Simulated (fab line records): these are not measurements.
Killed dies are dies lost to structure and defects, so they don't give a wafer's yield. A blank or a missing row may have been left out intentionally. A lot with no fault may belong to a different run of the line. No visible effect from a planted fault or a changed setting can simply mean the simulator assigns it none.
A struck lot beside a sound one / flow sky130 / 16 steps out of a route of 708
Sound: these wafers, L299.1, L299.3, L299.4. Struck: wafer L312.6 (left out: L312.4, L312.5 of the same lot, which were not struck); the cause appears at the end.
Each step with rows lists, per side, the tool, then ch with its chambers, then its first start. Under that, the readings that differ: sound wafers / struck wafers / difference of the means / sigmas: that difference in standard deviations of wafers without a fault.
alike: a reading whose means differ by less than 2 such deviations, as well as words and numbers matching on both sides. not compared: withheld readings; readings where some wafer has no value; bounds like >300 that might hide an equal value; numbers whose values overlap and for which the record gives no deviation.
A row with sigmas, a row that says differs or no value, or rows on one side alone: a step with any of these is where the two part. When numbers do not overlap yet have no deviation, they are printed without sigmas and do not part them. A reading missing from all wafers of one side parts the sides only when that side holds two or more wafers.

first, 2 steps without rows for these wafers: SKY_METAL4_PEB_11; SKY_METAL4_DEVELOP_12 (develop time 60 s).
SKY_METAL4_CD_MEAS_13: the cd target is 300 nm.
  sound: cd_sem-01 at day 44 01:02; struck: cd_sem-01 at day 47 00:25
  alike: cd_nm
SKY_METAL4_OVL_MEAS_14:
  sound: overlay-02 at day 44 01:10; struck: overlay-01 at day 47 00:30
reading=METAL4_OVL (nm); sound=7 5 7; struck=-6; difference=-12; sigmas=-2
SKY_METAL4_DESCUM_15: chemistry O2, time 8 s.
  sound on rie_metal-02 ch 0,1, day 44 01:12; struck on rie_metal-02 ch 0, day 47 00:32
  alike: drypump_motor_current_A, oes_product_au
  not compared: rf_hours_counter_h
SKY_METAL4_ETCH_16: etches BARC in N2/H2, stops on SiO2, time 88.2 s, target depth 60 nm.
  sound on rie_metal-02 ch 0,1, day 44 01:14; struck on rie_metal-02 ch 0, day 47 00:35
reading=throttle_valve_pct (%); sound=13.181 13.202 13.198; struck=13.216; difference=+0.022; sigmas=+3
  alike: drypump_motor_current_A, oes_product_au
  not compared: rf_hours_counter_h
SKY_METAL4_ETCH_17: etches SiO2 in C4F8/O2/Ar, stops on TiN, time 3.9 s, target depth 15 nm.
  sound on rie_diel-01 ch 0,2,3, day 44 01:20; struck on rie_diel-01 ch 0, day 47 00:39
  alike: oes_product_au
  not compared: rf_hours_counter_h
SKY_METAL4_METAL_ETCH_18: etches the open film in Cl2/BCl3, stops on SiO2, target depth 845 nm, time 183.1 s.
  sound on rie_metal-01 ch 0,1, day 44 01:21; struck on rie_metal-04 ch 0, day 47 00:44
reading=throttle_valve_pct (%); sound=22.264 22.275 22.274; struck=22.253; difference=-0.018; sigmas=-2
  alike: drypump_motor_current_A, mfc_cl2_sccm, oes_product_au
  not compared: rf_hours_counter_h
then, 4 steps without rows for these wafers: SKY_METAL4_STRIP_19 (strips in O2/N2); SKY_METAL4_STRIP_20 (strips in post etch residue remover, time 1200 s); SKY_METAL4_CLEAN_21 (cleans in IPA, time 180 s); SKY_METAL4_CLEAN_22 (cleans in O3/DIW).
SKY_VIA4_HDPCVD_00: deposits SiO2, target thk 1750 nm, time 291.7 s.
  sound on hdpcvd-01 ch 1,2, day 44 02:08; struck on hdpcvd-01 ch 1, day 47 01:32
reading=sih4_flow_sccm (sccm); sound=59.87 59.80 59.88; struck=89.53; difference=+29.68; sigmas=+99 or more
reading=model.SiO2_of_VIA4_HDPCVD_00.thk_nm (nm); sound=1745 1750 1749; struck=2615; difference=+867; sigmas=
SKY_VIA4_THK_MEAS_01:
  sound: film_metro-03 at day 44 02:18; struck: film_metro-02 at day 47 01:39
reading=VIA4_HDPCVD_THK (nm); sound=1744 1751 1749; struck=2615; difference=+867; sigmas=+54
SKY_VIA4_CMP_02: polishes SiO2.
  sound on cmp-01 ch 0,2,3, day 44 02:25; struck on cmp-01 ch 3, day 47 03:32
  alike: motor_current_A
following that, these wafers have no rows for 1 step: SKY_PAD_OPEN_PROBE_99.

## WHERE THEY PART
Earliest at SKY_METAL4_OVL_MEAS_14; latest, in this record, at SKY_VIA4_THK_MEAS_01. Later steps at which nothing parts them and some readings are alike: SKY_VIA4_CMP_02.

WHY: whatever the simulator had introduced
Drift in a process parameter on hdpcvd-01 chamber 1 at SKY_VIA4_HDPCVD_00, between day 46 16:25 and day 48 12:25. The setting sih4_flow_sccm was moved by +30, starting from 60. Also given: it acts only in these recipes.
